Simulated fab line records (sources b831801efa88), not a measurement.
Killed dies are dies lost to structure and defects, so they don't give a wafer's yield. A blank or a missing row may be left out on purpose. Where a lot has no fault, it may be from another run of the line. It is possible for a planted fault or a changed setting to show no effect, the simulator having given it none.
Matching of chambers    flow sfq_line    4 sister chambers for SFQ_TRILAYER_I2_VIA_BARC_OPEN_VIA_ETCH_096 on rie_diel-04
The step etches BARC in O2, target depth 125 nm, time 40.49 s. 4 wafers are shown with their chamber, then 7 later ones without.

## WAFERS WITH THEIR CHAMBER
wafer   chamber  rf_fwd_power_W (W)
L313.4  0        492.1
L320.4  2        496.7
L321.1  3        495.8
L321.4  1        496.4

## WAFERS MISSING THEIR CHAMBER
wafer   rf_fwd_power_W (W)
L321.6  493.6
L325.1  495.7
L325.2  499.3
L325.4  493.0
L326.1  498.4
L326.2  497.8
L326.6  494.5

## WHICH CHAMBER EACH ONE RAN IN
wafer   from the rows above                in truth
L321.6  can't be placed: 0 or 3 or 1 or 2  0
L325.1  can't be placed: 3 or 1 or 2       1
L325.2  can't be placed: 2 or 1 or 3       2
L325.4  can't be placed: 0 or 3 or 1 or 2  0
L326.1  can't be placed: 2 or 1 or 3       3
L326.2  can't be placed: 2 or 1 or 3       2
L326.6  can't be placed: 3 or 1 or 2 or 0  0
Correct placement for 0 of the 7. Cannot be placed on the basis of these rows: 7; the candidates contain the true chamber in 7. 0 placed wrongly.
How it was worked out, from the rows above alone: a wafer's distance from a chamber is the root of the sum, over the readings, of the square of ((its reading less the chamber's mean) divided by the reading's scatter). The wafer belongs to the nearest chamber; if the next one is less than 2 further off, it can't be placed. Each chamber's mean is taken over the wafers shown for it. The scatter (one wafer shown for each chamber): square how far every hidden wafer sits from the nearest shown wafer, average those squares and take the square root.
